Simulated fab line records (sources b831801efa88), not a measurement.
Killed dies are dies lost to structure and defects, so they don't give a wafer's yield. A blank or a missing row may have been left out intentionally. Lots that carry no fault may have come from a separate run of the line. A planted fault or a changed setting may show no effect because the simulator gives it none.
The tool behind it: which one? | flow sky130 | Sampling: 11 lots, 33 wafers, 6 of 708 route steps

## WHAT THE GAUGES READ, wafer by wafer
SKY_FIELD_ISO_THK_MEAS_04. Usual: FIELD_ISO_CVD_03_THK 165.2 nm, standard deviation 1.7.
lot  | measured    | on            | FIELD_ISO_CVD_03_THK (nm) | flag
L137 | day 1 23:29 | film metro-02 | 166.5 165.8 166.3         |
L138 | day 2 05:23 | film metro-02 | 168.4 166.4 164.9         |
L139 | day 2 10:48 | film metro-02 | 164.0 163.1 163.4         |
L141 | day 2 19:30 | film metro-03 | 166.1 164.5 164.4         |
L142 | day 3 00:37 | film metro-03 | 167.3 167.1 167.7         |
L144 | day 3 23:11 | film metro-01 | 164.2 164.0 164.3         |
L148 | day 4 06:31 | film metro-01 | 166.3 165.8 166.1         |
L149 | day 4 11:29 | film metro-02 | 164.3 165.1 165.4         |
L153 | day 5 07:53 | film metro-01 | 165.5 165.7 165.5         |
L155 | day 5 17:29 | film metro-02 | 164.7 164.4 164.6         |
L158 | day 6 10:38 | film metro-02 | 165.2 164.7 165.2         |

SKY_PWDE_TW_MEAS_10. Usual: PWDE_TW 369.0, standard deviation 2.9.
lot  | measured    | on            | PWDE_TW           | flag
L137 | day 4 02:31 | film metro-04 | 368.7 370.6 369.7 |
L138 | day 4 09:06 | film metro-04 | 369.2 369.3 369.2 |
L139 | day 4 17:59 | film metro-02 | 372.3 372.4 373.1 |
L141 | day 5 04:53 | film metro-02 | 371.3 372.7 371.6 |
L142 | day 5 11:34 | film metro-01 | 365.8 363.8 363.9 |
L144 | day 6 09:04 | film metro-04 | 392.9 395.0 394.0 | OFF
L148 | day 6 23:27 | film metro-01 | 390.6 390.6 390.6 | OFF
L149 | day 7 01:04 | film metro-02 | 395.8 393.9 394.4 | OFF
L153 | day 8 02:13 | film metro-04 | 366.0 365.4 369.6 |
L155 | day 8 13:31 | film metro-02 | 372.6 370.7 370.9 |
L158 | day 9 07:04 | film metro-01 | 364.6 366.0 367.8 |

SKY_NWELL_RS_MEAS_31: measures by four-point-probe. Usual: PWDE_RS 5276 ohm/sq, standard deviation 20.
lot  | measured     | on            | PWDE_RS (ohm/sq) | flag
L137 | day 5 13:58  | film metro-01 | 5277 5276 5293   |
L138 | day 5 22:20  | film metro-04 | 5307 5298 5302   |
L139 | day 6 06:28  | film metro-02 | 5275 5279 5291   |
L141 | day 6 20:37  | film metro-01 | 5256 5272 5269   |
L142 | day 7 01:37  | film metro-04 | 5287 5298 5296   |
L144 | day 8 00:37  | film metro-01 | 4489 4486 4487   | OFF
L148 | day 8 16:29  | film metro-04 | 4483 4489 4501   | OFF
L149 | day 8 18:47  | film metro-04 | 4493 4493 4506   | OFF
L153 | day 9 23:31  | film metro-01 | 5245 5252 5234   |
L155 | day 10 12:49 | film metro-02 | 5264 5272 5271   |
L158 | day 11 07:07 | film metro-02 | 5258 5245 5259   |

## EACH LOT AND THE TOOL THAT RAN IT (in order: tool; ch and the chambers of the sampled wafers; start)
lot  | SKY_FIELD_ISO_ETCH_14             | SKY_FIELD_ISO_STRIP_16              | SKY_PWDE_IMPLANT_08
L137 | rie diel-02 ch 1,2, day 2 14:33   | plasma asher-02 ch 0,1, day 2 14:38 | implanter-01 ch 0, day 4 02:16
L138 | rie diel-03 ch 0,1,2, day 2 20:55 | plasma asher-03 ch 0,1, day 2 21:02 | implanter-04 ch 0, day 4 08:54
L139 | rie diel-04 ch 0,2,3, day 3 02:56 | plasma asher-03 ch 0,1, day 3 03:04 | implanter-01 ch 0, day 4 17:47
L141 | rie diel-02 ch 0,2,3, day 3 11:54 | plasma asher-04 ch 0,1, day 3 12:02 | implanter-01 ch 0, day 5 04:40
L142 | rie diel-03 ch 2,3, day 3 16:36   | plasma asher-02 ch 0,1, day 3 16:42 | implanter-01 ch 0, day 5 11:19
L144 | rie diel-02 ch 0,2,3, day 4 15:18 | plasma asher-04 ch 0,1, day 4 15:24 | implanter-01 ch 0, day 6 08:49
L148 | rie diel-02 ch 0,1, day 5 00:09   | plasma asher-04 ch 0,1, day 5 00:17 | implanter-01 ch 0, day 6 23:15
L149 | rie diel-04 ch 0,1,3, day 5 04:26 | plasma asher-04 ch 0,1, day 5 04:32 | implanter-01 ch 0, day 7 00:50
L153 | rie diel-02 ch 0,2,3, day 6 02:42 | plasma asher-04 ch 1, day 6 02:47   | implanter-04 ch 0, day 8 01:58
L155 | rie diel-04 ch 0,2,3, day 6 13:21 | plasma asher-04 ch 0,1, day 6 13:26 | implanter-02 ch 0, day 8 13:16
L158 | rie diel-02 ch 1,3, day 7 06:33   | plasma asher-02 ch 0,1, day 7 06:38 | implanter-02 ch 0, day 9 06:49
- SKY_FIELD_ISO_ETCH_14: etches BARC in N2/H2, stops on SiO2, time 45.9 s, target depth 60 nm.
- SKY_FIELD_ISO_STRIP_16: strips in O2/N2.
- SKY_PWDE_IMPLANT_08

## WHAT THE TOOLS THEMSELVES READ (means of the sampled wafers that have a number; where no wafer has one, the mark that the record gives instead)
SKY_FIELD_ISO_ETCH_14. Usual: drypump motor current A 5.7 A, standard deviation 0.4; oes product au 0.854 a.u., standard deviation 0.0044; throttle valve pct 13.226 %, standard deviation 0.0097.
lot  | tool        | drypump motor current A (A) | oes product au (a.u.) | throttle valve pct (%) | flag
L137 | rie diel-02 | 5.9                         | 0.853                 | 13.237                 |
L138 | rie diel-03 | 5.7                         | 0.853                 | 13.217                 |
L139 | rie diel-04 | 5.1                         | 0.856                 | 13.227                 |
L141 | rie diel-02 | 5.8                         | 0.853                 | 13.229                 |
L142 | rie diel-03 | 5.6                         | 0.852                 | 13.220                 |
L144 | rie diel-02 | 5.8                         | 0.856                 | 13.240                 |
L148 | rie diel-02 | 5.7                         | 0.856                 | 13.228                 |
L149 | rie diel-04 | 5.5                         | 0.857                 | 13.225                 |
L153 | rie diel-02 | 5.8                         | 0.854                 | 13.228                 |
L155 | rie diel-04 | 5.1                         | 0.855                 | 13.227                 |
L158 | rie diel-02 | 5.5                         | 0.853                 | 13.223                 |

SKY_FIELD_ISO_STRIP_16. Usual: drypump motor current A 5.8 A, standard deviation 0.52; oes product au 0.377 a.u., standard deviation 0.0054; strip time to endpoint s 3.53 s, standard deviation 0.049.
lot  | tool            | drypump motor current A (A) | oes product au (a.u.) | strip time to endpoint s (s) | flag
L137 | plasma asher-02 | 6.0                         | 0.374                 | 3.53                         |
L138 | plasma asher-03 | 5.5                         | 0.374                 | 3.54                         |
L139 | plasma asher-03 | 5.5                         | 0.379                 | 3.52                         |
L141 | plasma asher-04 | 5.8                         | 0.378                 | 3.55                         |
L142 | plasma asher-02 | 6.0                         | 0.374                 | 3.52                         |
L144 | plasma asher-04 | 6.3                         | 0.373                 | 3.55                         |
L148 | plasma asher-04 | 5.8                         | 0.380                 | 3.57                         |
L149 | plasma asher-04 | 5.8                         | 0.382                 | 3.54                         |
L153 | plasma asher-04 | 5.3                         | 0.375                 | 3.56                         |
L155 | plasma asher-04 | 6.3                         | 0.372                 | 3.50                         |
L158 | plasma asher-02 | 6.0                         | 0.377                 | 3.52                         |

SKY_PWDE_IMPLANT_08. Usual: beam energy keV 150.00, standard deviation 0.05; beam on s 10.01 s, standard deviation 0.18; end station pressure torr 5.02e-06 Torr, standard deviation 2.8e-07; faraday current uA 20.3, standard deviation 0.37.
lot  | tool         | beam energy keV | beam on s (s) | end station pressure torr (Torr) | faraday current uA | flag
L137 | implanter-01 | 150.02          | 9.92          | 4.87e-06                         | 20.4               |
L138 | implanter-04 | 149.92          | 9.87          | 4.95e-06                         | 20.6               |
L139 | implanter-01 | 149.98          | 10.02         | 4.93e-06                         | 20.2               |
L141 | implanter-01 | 150.06          | 9.98          | 4.76e-06                         | 20.3               |
L142 | implanter-01 | 150.04          | 10.00         | 4.85e-06                         | 20.3               |
L144 | implanter-01 | 149.98          | 12.44         | 5.23e-06                         | 16.3               | OFF
L148 | implanter-01 | 150.00          | 12.66         | 4.95e-06                         | 16.0               | OFF
L149 | implanter-01 | 149.97          | 12.10         | 5.10e-06                         | 16.8               | OFF
L153 | implanter-04 | 150.03          | 9.92          | 4.91e-06                         | 20.4               |
L155 | implanter-02 | 150.00          | 9.96          | 4.93e-06                         | 20.4               |
L158 | implanter-02 | 149.99          | 9.96          | 5.12e-06                         | 20.4               |

## THE ANSWER, worked out from the rows above alone
Rule: lot off if the mean of its wafers having a number is beyond 3 standard deviations from the usual mean. Also off: a lot with no number at a reading for which 4 or more lots have one. The other lots that the step has rows for count as sound. The gauges are gone through in route order, then the tools' own readings, and for those a lot's mean is taken as printed above. The first step at which some lot is off is used, and at that step the reading that is off furthest; a lot without a number counts as furthest.
Off: L144, L148, L149, seen at SKY_PWDE_TW_MEAS_10 (PWDE_TW).
If a tool, at a process step before that reading, ran all the lots that are off and no sound lot after the first of them, it fits. The gauges at SKY_PWDE_TW_MEAS_10 aren't tried: what is off there is off at SKY_PWDE_IMPLANT_08 too, on other tools, and a gauge's error can't cause that. One candidate fits, namely implanter-01 at SKY_PWDE_IMPLANT_08. A fault onset in the window from L142 (day 5 11:19, its last sound lot) to L144 (day 6 08:49, its first lot off) fits.
The tool's own readings at SKY_PWDE_IMPLANT_08 bear it out: on the lots that are off they differ by more than 5 times the standard deviation of the sound lots' means. beam on s reads 12.40 s there against 9.95 s on the sound lots; faraday current uA reads 16.4 there against 20.4 on the sound lots.

## WHAT THE SIMULATOR HAD INSERTED
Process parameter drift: implanter-01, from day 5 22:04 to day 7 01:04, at SKY_PWDE_IMPLANT_08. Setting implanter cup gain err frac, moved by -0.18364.
Shown lots that were struck: L144, L148, L149. This agrees with what the rule above found.
